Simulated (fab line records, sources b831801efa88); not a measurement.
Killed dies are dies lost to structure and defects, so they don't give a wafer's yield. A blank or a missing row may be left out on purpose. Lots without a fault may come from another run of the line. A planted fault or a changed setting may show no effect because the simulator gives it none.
Problem report in the 8D (eight disciplines) form, filled by code | flow gf180mcu | the parts of the form that need people (team, actions taken, sign-off) are left out

1. THE PROBLEM
strip_time_to_endpoint_s at GF_HV_LDD_STRIP_49 reads a mean of 12.80 s on 1 wafer of 1 lot; wafers without a fault read 12.61 s with a standard deviation of 0.041. That is +4.6 standard deviations from the usual mean.
The step: strips in O2/N2.
First seen on wafer L881.4, day 18 02:57, on plasma_asher-03. The record holds 38 wafers of 13 lots with a number at this step. Rule for "out", or "out of limits": more than 4 standard deviations from the usual mean. The other wafers with a number count as sound.

2. WHAT IT IS AND WHAT IT IS NOT
question                    | is                       | is not
which readings at this step | strip_time_to_endpoint_s | drypump_motor_current_A, heater_power_w, oes_product_au
which lots                  | L881                     | L864, L865, L866, L867, L869, L871, L872, L874, L875, L877, L878, L879
which wafers of those lots  | L881.4                   | L881.3
read on which tools         | plasma_asher-03          | plasma_asher-01, plasma_asher-04
when                        | from day 18 02:57        | up to then (37 sound wafers)

3. SUSPECTS, AND WHAT RULES EACH OUT
Counting: a tool at a process step up to the reading stays a suspect if it ran every lot that is out. Sound lots after the first of them don't rule it out here, since some wafers of a struck lot are sound.
- plasma_asher-04 at GF_HV_LDD_STRIP_37 (strips in O2/N2): kept. It ran the lot that is out, L881 (day 17 03:20); its last sound lot up to then is L878 (day 16 05:37).
- litho_track-01 at GF_HV_LDD_COAT_41 (resist thk 1000 nm): kept. It ran the lot that is out, L881 (day 17 14:11); its last sound lot up to then is L878 (day 16 16:26).
- plasma_asher-03 at GF_HV_LDD_STRIP_49 (strips in O2/N2): kept. It ran the lot that is out, L881 (day 18 02:57); its last sound lot up to then is L879 (day 17 09:01). Its own readings are out on those wafers: strip_time_to_endpoint_s.
- Within plasma_asher-04 at GF_HV_LDD_STRIP_37: the wafers that are out ran in chamber 0; their sound lot-mates ran in chamber 1.
- Within plasma_asher-03 at GF_HV_LDD_STRIP_49: the wafers that are out ran in chamber 0; their sound lot-mates ran in chamber 1.
Left after counting: plasma_asher-04 at GF_HV_LDD_STRIP_37, litho_track-01 at GF_HV_LDD_COAT_41, plasma_asher-03 at GF_HV_LDD_STRIP_49.

4. THE CAUSE (what the simulator had put in)
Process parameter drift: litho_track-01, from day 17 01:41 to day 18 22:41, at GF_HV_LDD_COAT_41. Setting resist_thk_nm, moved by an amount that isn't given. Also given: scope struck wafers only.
Counting left 3 suspects, and this tool is among them.

5. THE CHAIN OF EFFECTS, in route order
Each row: a reading whose mean over the struck wafers that have a number lies more than 3 standard deviations from the usual. Only readings for which the record gives a usual standard deviation are gone through. hours: the time from each lot's start at the first step in this table that gives one to its start at this step, as a median over the lots. sigmas: the change in usual standard deviations.
hours | step               | reading                  | usual   | on struck wafers | change | sigmas
0     | GF_HV_LDD_STRIP_49 | strip_time_to_endpoint_s | 12.61 s | 12.80            | +0.19  | +4.6
The process steps in it:
- GF_HV_LDD_STRIP_49: strips in O2/N2.
Later measuring or inspecting steps at which every struck wafer that the step has a row for has a number for every such reading, and none has moved that far: GF_HV_LDD_TW_MEAS_50, GF_HV_LDD_RS_MEAS_53.

6. WHAT WOULD HAVE CAUGHT IT SOONER
In this record the first reading out of limits was taken at day 18 02:57, 25 hours after the fault began at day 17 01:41.
Of the tool readings at GF_HV_LDD_COAT_41 for which the record gives a usual standard deviation, none was out on any struck wafer, so an alarm limit of 4 standard deviations on them would not have fired.
All the lots that are out (1) had begun GF_HV_LDD_COAT_41 on litho_track-01 by day 18 02:57. A hold on the tool at that time would have spared none of them.
